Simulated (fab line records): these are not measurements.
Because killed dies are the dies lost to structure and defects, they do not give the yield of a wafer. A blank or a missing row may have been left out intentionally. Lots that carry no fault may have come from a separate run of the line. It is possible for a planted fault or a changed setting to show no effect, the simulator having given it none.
Comparing a struck lot with a sound one -- flow sky130 -- 43 steps out of a route of 708
Sound: wafers L498.1, L498.3, L498.5. Struck: wafer L515.3 (L515.4, L515.5, from the same lot, were not struck and are left out); the cause is given at the end.
For every step that has rows: the tool of each side, followed by ch and its chambers, followed by its first start. Under that, the readings that differ: sound wafers -- struck wafers -- difference of the means -- sigmas: that difference in standard deviations of wafers without a fault.
alike: same words and numbers on both sides, and readings whose means sit less than 2 such deviations apart. not compared: any withheld reading, any reading some wafer has no value for, any bound like >300 that may hide the same value, and any number with overlapping values for which the record gives no deviation.
The two part at a step that has a row with sigmas, a row that says differs or no value, or rows on one side only. Numbers that have no deviation but don't overlap get no sigmas and don't part them. A reading missing from all wafers of one side parts the sides only when that side holds two or more wafers.

first, 8 steps without rows for these wafers: SKY_LOCAL_INTERCONNECT_DEHYDRATE_03 (time 60 s); SKY_LOCAL_INTERCONNECT_HMDS_04 (prime time 60 s); SKY_LOCAL_INTERCONNECT_COAT_05 (resist thk 60 nm); SKY_LOCAL_INTERCONNECT_COAT_06 (resist thk 450 nm); SKY_LOCAL_INTERCONNECT_SOFTBAKE_07 (time 90 s); SKY_LOCAL_INTERCONNECT_EXPOSE_08 (exposes mask LI1M, target cd 170 nm); SKY_LOCAL_INTERCONNECT_PEB_09; SKY_LOCAL_INTERCONNECT_DEVELOP_10 (develop time 60 s).
SKY_LOCAL_INTERCONNECT_CD_MEAS_11 targets a cd of 170 nm.
  sound on cd_sem-01, day 30 10:41; struck on cd_sem-02, day 35 22:47
  alike: cd_nm
SKY_LOCAL_INTERCONNECT_OVL_MEAS_12:
  sound on overlay-02, day 30 10:49; struck on overlay-01, day 35 22:53
reading,sound,struck,difference,sigmas
LOCAL_INTERCONNECT_OVL (nm),-10 -7 -1,9,+15,+3
SKY_LOCAL_INTERCONNECT_ETCH_13: etches BARC in N2/H2, stops on SiO2, time 45.9 s, target depth 60 nm.
  sound on rie_metal-02 ch 0,1, day 30 10:50; struck on rie_metal-02 ch 0, day 35 22:55
  alike: drypump_motor_current_A, oes_product_au, throttle_valve_pct
  not compared: rf_hours_counter_h
then, 1 step without rows for these wafers: SKY_LOCAL_INTERCONNECT_METAL_ETCH_14 (etches TiN in Cl2/BCl3, stops on PSG, target depth 110 nm, time 31.4 s).
SKY_LOCAL_INTERCONNECT_STRIP_15: strips in O2/N2.
  sound on plasma_asher-03 ch 0,1, day 30 10:58; struck on plasma_asher-01 ch 1, day 35 23:03
reading,sound,struck,difference,sigmas
strip_time_to_endpoint_s (s),4.734 4.724 4.737,4.671,-0.061,-3
  alike: drypump_motor_current_A, oes_product_au
  not compared: rf_hours_counter_h
then, 3 steps without rows for these wafers: SKY_LOCAL_INTERCONNECT_STRIP_16 (strips in post etch residue remover, time 1200 s); SKY_LOCAL_INTERCONNECT_CLEAN_17 (cleans in IPA, time 180 s); SKY_LOCAL_INTERCONNECT_CLEAN_18 (cleans in O3/DIW).
SKY_CONTACT_CVD_00: deposits Si3N4, target thk 75 nm.
  sound on pecvd-04 ch 1,2, day 30 11:33; struck on pecvd-01 ch 1, day 35 23:39
  alike: heater_power_w
SKY_CONTACT_THK_MEAS_01:
  sound on film_metro-02, day 30 11:35; struck on film_metro-01, day 35 23:42
  alike: CONTACT_CVD_00_THK
then, 1 step without rows for these wafers: SKY_CONTACT_HDPCVD_02 (deposits SiO2, target thk 565 nm, time 94.2 s).
SKY_CONTACT_THK_MEAS_03:
  sound on film_metro-01, day 30 11:43; struck on film_metro-03, day 35 23:50
  alike: CONTACT_HDPCVD_THK
SKY_CONTACT_CMP_04: polishes SiO2.
  sound on cmp-01 ch 0,3, day 30 11:46; struck on cmp-01 ch 2, day 36 00:14
  alike: motor_current_A, time_to_endpoint_s
SKY_CONTACT_BOW_MEAS_05:
  sound on film_metro-02, day 30 12:04; struck on film_metro-02, day 36 00:34
  alike: CONTACT_BOW
then, 8 steps without rows for these wafers: SKY_CONTACT_DEHYDRATE_06 (time 60 s); SKY_CONTACT_HMDS_07 (prime time 60 s); SKY_CONTACT_COAT_08 (resist thk 60 nm); SKY_CONTACT_COAT_09 (resist thk 450 nm); SKY_CONTACT_SOFTBAKE_10 (time 90 s); SKY_CONTACT_EXPOSE_11 (exposes mask CTM1, target cd 170 nm); SKY_CONTACT_PEB_12; SKY_CONTACT_DEVELOP_13 (develop time 60 s).
SKY_CONTACT_CD_MEAS_14 targets a cd of 170 nm.
  sound on cd_sem-02, day 31 15:31; struck on cd_sem-02, day 37 02:35
  alike: cd_nm
SKY_CONTACT_OVL_MEAS_15:
  sound on overlay-01, day 31 15:38; struck on overlay-01, day 37 02:40
  alike: CONTACT_OVL
then, 1 step without rows for these wafers: SKY_CONTACT_ETCH_16 (etches BARC in N2/H2, stops on SiO2, time 45.9 s, target depth 60 nm).
SKY_CONTACT_ETCH_17: etches SiO2 in C4F8/O2/Ar, stops on Si3N4, target depth 340 nm.
  sound on rie_diel-03 ch 2,3, day 31 15:43; struck on rie_diel-04 ch 3, day 37 02:44
  alike: oes_product_au
then, 1 step without rows for these wafers: SKY_CONTACT_ETCH_18 (etches Si3N4 in CHF3/O2, stops on TiN, time 39 s, target depth 75 nm).
SKY_CONTACT_STRIP_19: strips in O2/N2.
  sound on plasma_asher-01 ch 0,1, day 31 15:49; struck on plasma_asher-04 ch 1, day 37 02:52
reading,sound,struck,difference,sigmas
drypump_motor_current_A (A),5.0 5.0 5.9,6.1,+0.8,+2
  alike: oes_product_au, strip_time_to_endpoint_s
  not compared: rf_hours_counter_h
then, 5 steps without rows for these wafers: SKY_CONTACT_STRIP_20 (strips in post etch residue remover, time 1200 s); SKY_CONTACT_CLEAN_21 (cleans in IPA, time 180 s); SKY_CONTACT_CLEAN_22 (cleans in O3/DIW); SKY_CONTACT_SPUTTER_23 (material TiN, target thk 20 nm, time 80 s); SKY_CONTACT_CVD_24 (deposits W, target thk 340 nm, time 102.12 s).
SKY_CONTACT_RS_MEAS_25: uses a four-point probe to measure.
  sound on film_metro-02, day 31 16:35; struck on film_metro-02, day 37 03:40
  alike: CONTACT_W_RS
-- the record jumps here: 13 days lie between the struck wafers' starts before and after (it left off in module CONTACT and takes up again in module PAD_OPEN, whose first step shown is number 708 of the route) --
SKY_PAD_OPEN_PROBE_99:
  record: rows for the struck wafers here (prober-02, day 49 20:27), none for the sound ones

WHERE THEY PART
At SKY_LOCAL_INTERCONNECT_OVL_MEAS_12 first; at SKY_PAD_OPEN_PROBE_99 last (within this record only).

WHY: the cause the simulator had injected
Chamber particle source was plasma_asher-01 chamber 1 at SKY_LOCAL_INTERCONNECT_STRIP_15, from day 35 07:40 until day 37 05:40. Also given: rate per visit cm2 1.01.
